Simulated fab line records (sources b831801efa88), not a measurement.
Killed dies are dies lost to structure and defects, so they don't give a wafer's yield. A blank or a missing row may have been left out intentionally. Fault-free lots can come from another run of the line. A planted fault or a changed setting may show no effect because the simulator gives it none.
Which tool did it? | flow gf180mcu | 14 lots with 42 wafers sampled at 3 steps, on a route of 602 steps

== WHAT EACH GAUGE READ, for each wafer ==
GF_LVPWELL_OVL_MEAS_07.
lot  | measured    | on         | LVPWELL_OVL (nm)
L331 | day 3 23:46 | overlay-01 | -2.4 -0.5 -0.9
L332 | day 4 01:48 | overlay-01 | -2.0 -1.1 -3.6
L333 | day 4 10:46 | overlay-02 | -4.0 -4.9 -4.4
L334 | day 4 14:52 | overlay-02 | 0.0 -1.5 -1.8
L335 | day 4 17:51 | overlay-01 | 0.4 -0.2 0.5
L336 | day 5 00:03 | overlay-02 | -1.0 -0.9 -2.1
L337 | day 5 05:42 | overlay-01 | -2.5 -2.5 -1.3
L338 | day 5 09:58 | overlay-02 | -1.8 -1.1 -1.4
L340 | day 5 21:28 | overlay-01 | -3.5 -1.6 -2.9
L344 | day 6 21:57 | overlay-01 | -1.4 -2.0 -1.2
L345 | day 7 04:36 | overlay-01 | -1.6 -0.6 -1.4
L347 | day 7 14:43 | overlay-01 | -1.2 -0.9 -1.8
L348 | day 7 20:55 | overlay-02 | -2.9 -1.6 -1.1
L350 | day 8 06:42 | overlay-01 | -2.4 -1.3 -0.9

GF_MVPSD_OVL_MEAS_07.
lot  | measured    | on         | MVPSD_OVL (nm)
L331 | day 5 02:46 | overlay-01 | 1.9 -0.3 0.0
L332 | day 5 05:59 | overlay-02 | 0.0 1.5 -0.2
L333 | day 5 14:59 | overlay-01 | 2.0 1.8 2.2
L334 | day 5 19:07 | overlay-01 | 0.8 0.3 -1.4
L335 | day 5 22:08 | overlay-02 | -1.8 0.5 0.6
L336 | day 6 04:13 | overlay-01 | -0.6 2.8 0.5
L337 | day 6 11:10 | overlay-02 | 0.2 -0.6 0.1
L338 | day 6 16:13 | overlay-02 | 1.2 1.4 1.0
L340 | day 7 04:41 | overlay-02 | -0.9 0.4 0.4
L344 | day 8 05:56 | overlay-02 | 0.8 0.2 1.2
L345 | day 8 12:41 | overlay-02 | -0.7 -0.5 -1.3
L347 | day 8 23:13 | overlay-02 | 1.1 1.1 -0.3
L348 | day 9 06:37 | overlay-02 | 0.3 0.7 0.7
L350 | day 9 16:29 | overlay-01 | 1.9 1.5 2.4

== EACH LOT AND THE TOOL THAT RAN IT (in order: tool; ch and the chambers of the sampled wafers; start) ==
lot  | GF_NWELL_IMPLANT_09
L331 | implanter-02 ch 0, day 3 10:22
L332 | implanter-02 ch 0, day 3 13:01
L333 | implanter-02 ch 0, day 3 21:28
L334 | implanter-01 ch 0, day 4 01:17
L335 | implanter-01 ch 0, day 4 04:40
L336 | implanter-02 ch 0, day 4 09:55
L337 | implanter-02 ch 0, day 4 15:56
L338 | implanter-02 ch 0, day 4 19:50
L340 | implanter-02 ch 0, day 5 06:59
L344 | implanter-01 ch 0, day 6 06:58
L345 | implanter-04 ch 0, day 6 12:40
L347 | implanter-01 ch 0, day 6 23:13
L348 | implanter-04 ch 0, day 7 05:08
L350 | implanter-01 ch 0, day 7 14:34
- GF_NWELL_IMPLANT_09

== WHAT THE TOOLS THEMSELVES READ (means of the sampled wafers that have a number; where no wafer has one, the mark that the record gives instead) ==
GF_NWELL_IMPLANT_09.
lot  | tool         | beam_energy_keV
L331 | implanter-02 | 159.99
L332 | implanter-02 | 159.95
L333 | implanter-02 | 159.95
L334 | implanter-01 | 160.02
L335 | implanter-01 | 159.98
L336 | implanter-02 | 160.04
L337 | implanter-02 | 159.92
L338 | implanter-02 | 170.19
L340 | implanter-02 | 170.20
L344 | implanter-01 | 160.04
L345 | implanter-04 | 160.00
L347 | implanter-01 | 159.98
L348 | implanter-04 | 160.05
L350 | implanter-01 | 160.08

== THE ANSWER, worked out from the rows above alone ==
Rule: what is usual is taken from the lots themselves. Put in order of their means at a reading, lots are off if they are a third of the lots or fewer, leave a main group of 4 or more, and stand apart from it by a gap of 3 or more times the standard deviation of the main group's means; of several such gaps the widest counts. If all means in a main group match to the digits the tables above print for the reading, that group is not used. A lot without any number at a reading at which 4 lots or more have one is off too. Any other lot the step has rows for is counted as sound. Order of review: gauges by route order, followed by the tools' own readings, for which a lot's mean as printed above is used. The first step at which some lot is off is used, and at that step the reading that is off furthest; a lot without a number counts as furthest.
Off at GF_NWELL_IMPLANT_09 (beam_energy_keV): L338, L340. For the main group the mean is 160.00 and the standard deviation 0.045.
A tool fits if, at that step or a process step before it, it ran every lot that is off, and no sound lot after the first of them. One fits: GF_NWELL_IMPLANT_09 on implanter-02. A fault onset in the window from L337 (day 4 15:56, its last sound lot) to L338 (day 4 19:50, its first lot off) fits.
The tool's own readings at GF_NWELL_IMPLANT_09 bear it out: on the lots that are off they differ by more than 5 times the standard deviation of the sound lots' means. beam_energy_keV reads 170.19 there against 160.00 on the sound lots.

== WHAT THE SIMULATOR HAD PUT IN ==
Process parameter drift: implanter-02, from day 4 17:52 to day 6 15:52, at GF_NWELL_IMPLANT_09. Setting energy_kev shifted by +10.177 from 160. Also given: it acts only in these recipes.
Lots struck among those shown: L338, L340. Same finding as the rule above.
